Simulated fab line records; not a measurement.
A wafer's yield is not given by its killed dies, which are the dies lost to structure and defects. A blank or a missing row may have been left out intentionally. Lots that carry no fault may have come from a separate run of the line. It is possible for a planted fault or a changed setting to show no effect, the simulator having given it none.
What tool caused it?	flow gf180mcu	21 wafers from 7 lots sampled at 2 of the route's 602 steps

## WHAT THE GAUGES READ, wafer by wafer
GF_V4_THK_MEAS_03.
lot	measured	on	V4_CVD_02_THK (nm)
L965	day 24 20:00	film_metro-04	842 854 858
L973	day 26 17:56	film_metro-02	827 851 840
L977	day 28 03:28	film_metro-02	841 850 853
L979	day 28 13:53	film_metro-02	854 859 854
L981	day 29 09:16	film_metro-01	816 834 825
L984	day 30 03:40	film_metro-04	845 868 859
L986	day 30 13:42	film_metro-01	847 839 841

## TOOL THAT RAN EACH LOT (tool first, then ch and the chambers of the sampled wafers, then the start)
lot	GF_V4_CVD_02
L965	pecvd-02 ch 0,1,2, day 24 19:56
L973	pecvd-03 ch 0,1, day 26 17:52
L977	pecvd-03 ch 0,1,2, day 28 03:24
L979	pecvd-01 ch 0,1,2, day 28 13:48
L981	pecvd-02 ch 0,2, day 29 09:11
L984	pecvd-03 ch 1,2, day 30 03:35
L986	pecvd-01 ch 0,1,2, day 30 13:38
- GF_V4_CVD_02: deposits SiO2 from TEOS, target thk 850 nm, time 94.851 s.

## THE ANSWER, worked out from the rows above alone
Rule: what is usual is taken from the lots themselves. Put in order of their means at a reading, lots are off if they are a third of the lots or fewer, leave a main group of 4 or more, and stand apart from it by a gap of 3 or more times the standard deviation of the main group's means; of several such gaps the widest counts. The tables above print the reading to a certain number of digits; a main group whose means all agree to those digits is not used. Also off: a lot with no number at a reading for which 4 or more lots have one. Where the step has rows for the other lots, those lots are counted as sound.
None of the lots is off at any reading shown; this tells nothing.

## WHAT THE SIMULATOR HAD PUT IN
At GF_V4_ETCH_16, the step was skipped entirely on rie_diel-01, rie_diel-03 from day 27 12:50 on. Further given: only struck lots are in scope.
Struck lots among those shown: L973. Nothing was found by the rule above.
